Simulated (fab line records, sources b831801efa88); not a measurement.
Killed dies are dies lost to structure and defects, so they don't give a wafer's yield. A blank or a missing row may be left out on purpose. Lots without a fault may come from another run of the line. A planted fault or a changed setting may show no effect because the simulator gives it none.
Which tool did it? | flow gf180mcu | 12 lots, 35 wafers sampled, at 3 steps of a route of 602

WHAT THE GAUGES READ, wafer by wafer
GF_MIM_RS_MEAS_10: measures by four-point-probe. Usual: MIM_ALCU_RS 0.1600 ohm/sq, standard deviation 0.0017.
lot  | measured     | on            | MIM_ALCU_RS (ohm/sq) | flag
L662 | day 24 04:55 | film_metro-04 | 0.1597 0.1599 0.1607 |
L663 | day 24 17:49 | film_metro-04 | 0.1581 0.1578 0.1565 |
L664 | day 25 00:34 | film_metro-02 | 0.1636 0.1632 0.1661 |
L665 | day 25 10:17 | film_metro-04 | 0.1594 0.1599 0.1595 |
L667 | day 26 08:54 | film_metro-02 | 0.1615 0.1588 0.1606 |
L669 | day 26 17:01 | film_metro-02 | 0.1625 0.1605 0.1620 |
L670 | day 27 04:11 | film_metro-02 | 0.1614 0.1632 0.1611 |
L671 | day 27 04:46 | film_metro-02 | 0.1564 0.1567 0.1558 |
L672 | day 27 15:48 | film_metro-04 | 0.1595 0.1590 0.1598 |
L673 | day 28 00:41 | film_metro-04 | 0.1586 0.1574 0.1584 |
L675 | day 28 21:03 | film_metro-02 | 0.1615 0.1609 0.1630 |
L685 | day 31 16:32 | film_metro-01 | 0.1607 0.1618        |

WHICH TOOL RAN EACH LOT (tool, then ch and the chambers of the sampled wafers, then the start)
lot  | GF_V4_SPUTTER_21             | GF_MIM_SPUTTER_03
L662 | pvd_sputter-02, day 24 03:46 | pvd_sputter-03, day 24 04:37
L663 | pvd_sputter-02, day 24 16:42 | pvd_sputter-03, day 24 17:33
L664 | pvd_sputter-04, day 24 23:05 | pvd_sputter-03, day 25 00:16
L665 | pvd_sputter-04, day 25 09:11 | pvd_sputter-02, day 25 10:02
L667 | pvd_sputter-02, day 26 07:46 | pvd_sputter-04, day 26 08:38
L669 | pvd_sputter-02, day 26 15:10 | pvd_sputter-03, day 26 16:29
L670 | pvd_sputter-04, day 27 02:52 | pvd_sputter-03, day 27 03:55
L671 | pvd_sputter-04, day 27 03:37 | pvd_sputter-04, day 27 04:29
L672 | pvd_sputter-01, day 27 14:40 | pvd_sputter-04, day 27 15:32
L673 | pvd_sputter-01, day 27 23:34 | pvd_sputter-03, day 28 00:25
L675 | pvd_sputter-02, day 28 19:55 | pvd_sputter-03, day 28 20:47
L685 | pvd_sputter-02, day 31 15:23 | pvd_sputter-04, day 31 16:16
- GF_V4_SPUTTER_21: material Ti, target thk 15 nm, time 80.02 s.
- GF_MIM_SPUTTER_03: material Ti, target thk 10 nm, time 6.7 s.

WHAT THE TOOLS THEMSELVES READ (means of the sampled wafers that have a number; where no wafer has one, the mark that the record gives instead)
GF_V4_SPUTTER_21. Usual: throttle_valve_pct 30.0 %, standard deviation 1.1.
lot  | tool           | throttle_valve_pct (%) | flag
L662 | pvd_sputter-02 | 30.3                   |
L663 | pvd_sputter-02 | 30.8                   |
L664 | pvd_sputter-04 | 28.9                   |
L665 | pvd_sputter-04 | 29.1                   |
L667 | pvd_sputter-02 | 30.3                   |
L669 | pvd_sputter-02 | 30.2                   |
L670 | pvd_sputter-04 | 29.0                   |
L671 | pvd_sputter-04 | 29.8                   |
L672 | pvd_sputter-01 | 29.9                   |
L673 | pvd_sputter-01 | 29.2                   |
L675 | pvd_sputter-02 | 31.3                   |
L685 | pvd_sputter-02 | 30.7                   |

GF_MIM_SPUTTER_03. Usual: throttle_valve_pct 29.8 %, standard deviation 1.2.
lot  | tool           | throttle_valve_pct (%) | flag
L662 | pvd_sputter-03 | 30.7                   |
L663 | pvd_sputter-03 | 29.7                   |
L664 | pvd_sputter-03 | 30.5                   |
L665 | pvd_sputter-02 | 30.4                   |
L667 | pvd_sputter-04 | 29.8                   |
L669 | pvd_sputter-03 | 30.4                   |
L670 | pvd_sputter-03 | 30.2                   |
L671 | pvd_sputter-04 | 28.1                   |
L672 | pvd_sputter-04 | 29.8                   |
L673 | pvd_sputter-03 | 30.3                   |
L675 | pvd_sputter-03 | 29.9                   |
L685 | pvd_sputter-04 | 29.6                   |

THE ANSWER, worked out from the rows above alone
Rule: a lot is off if the mean of its wafers that have a number lies more than 3 standard deviations from the usual mean. A lot without any number at a reading at which 4 lots or more have one is off too. The other lots that the step has rows for count as sound. The gauges are gone through in route order, then the tools' own readings, and for those a lot's mean is taken as printed above. The first step at which some lot is off is used, and at that step the reading that is off furthest; a lot without a number counts as furthest.
No lot is off at any reading shown: from this, nothing can be told.

WHAT THE SIMULATOR HAD PUT IN
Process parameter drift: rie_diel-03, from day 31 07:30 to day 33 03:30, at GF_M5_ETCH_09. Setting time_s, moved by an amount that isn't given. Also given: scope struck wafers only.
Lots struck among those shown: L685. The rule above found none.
